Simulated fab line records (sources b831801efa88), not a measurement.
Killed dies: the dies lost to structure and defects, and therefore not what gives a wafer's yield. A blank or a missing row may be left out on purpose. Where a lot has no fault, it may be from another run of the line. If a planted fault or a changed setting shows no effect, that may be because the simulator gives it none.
A single fault, viewed from 2 desks -- flow gf180mcu -- only its own numbers are on each desk; what lay behind them is given at the end

AT THE TOOL OWNER'S DESK: litho track-01
The tool's own readings at GF_TOP_METAL_COAT_09 (resist thk 1500 nm): means of the sampled wafers that have a number, for each lot that ran on this tool. If a lot's mean is further than 4 standard deviations from the usual mean, the lot is out of limits and carries the mark OUT (the distance appears in the brackets).
Columns: A = exhaust pa at GF_TOP_METAL_COAT_09, usual 45.2 Pa; B = spin speed rpm at GF_TOP_METAL_COAT_09, usual 3000.0 rpm
lot,first seen here,A,B
L395,day 28 05:47,45.8,3004.8
L402,day 30 05:32,45.1,3037.8 (+18) OUT
L403,day 30 13:09,45.2,3039.4 (+19) OUT
This desk finds L402, L403 out of limits, L402 being first, at day 30 05:32 (spin speed rpm at GF_TOP_METAL_COAT_09). In limits: L395.

AT THE METROLOGY DESK
What the gauges read for every lot (on any tool): the sampled wafers with a number, averaged. If a lot's mean is further than 4 standard deviations from the usual mean, the lot is out of limits and carries the mark OUT (the distance appears in the brackets).
Columns: A = MIM_CVD_05_THK at GF_MIM_THK_MEAS_06, usual 41.8 nm; B = cd nm at GF_V5_CD_MEAS_14, usual 260.2 nm
lot,first seen here,A,B
L394,day 24 13:12,41.0,257.6
L395,day 25 02:19,42.7,260.7
L396,day 25 04:23,41.9,258.1
L402,day 27 06:35,42.0,259.4
L403,day 27 14:37,42.2,259.4
L408,day 29 00:16,41.8,260.1
L409,day 29 13:34,41.6,259.2
L411,day 30 03:55,41.7,261.2
L412,day 30 05:47,41.9,261.0
L413,day 30 10:36,42.0,260.4
L414,day 30 13:16,41.6,261.6
L415,day 30 23:02,42.0,260.1
L416,day 31 04:52,42.0,260.5
L417,day 31 11:25,41.6,263.1
This desk's verdict: no lot among the 14 shows anything out of limits.

ALL TOGETHER
At day 30 05:32, on L402, L403, the tool owner's desk was in a position to raise an alarm.
Metrology desk: nothing out of limits seen.
The metrology desk has L402, L403 on record, within its limits.
Of the lots named, all ran GF_TOP_METAL_COAT_09 on litho track-01.

WHAT THE SIMULATOR PUT IN
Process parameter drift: litho track-01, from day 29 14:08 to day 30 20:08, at GF_TOP_METAL_COAT_09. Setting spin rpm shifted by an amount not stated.
Lots struck among those shown: L402, L403.
How many hours passed from the start of the fault until each desk's first out-of-limits reading: the tool owner's desk, 15.
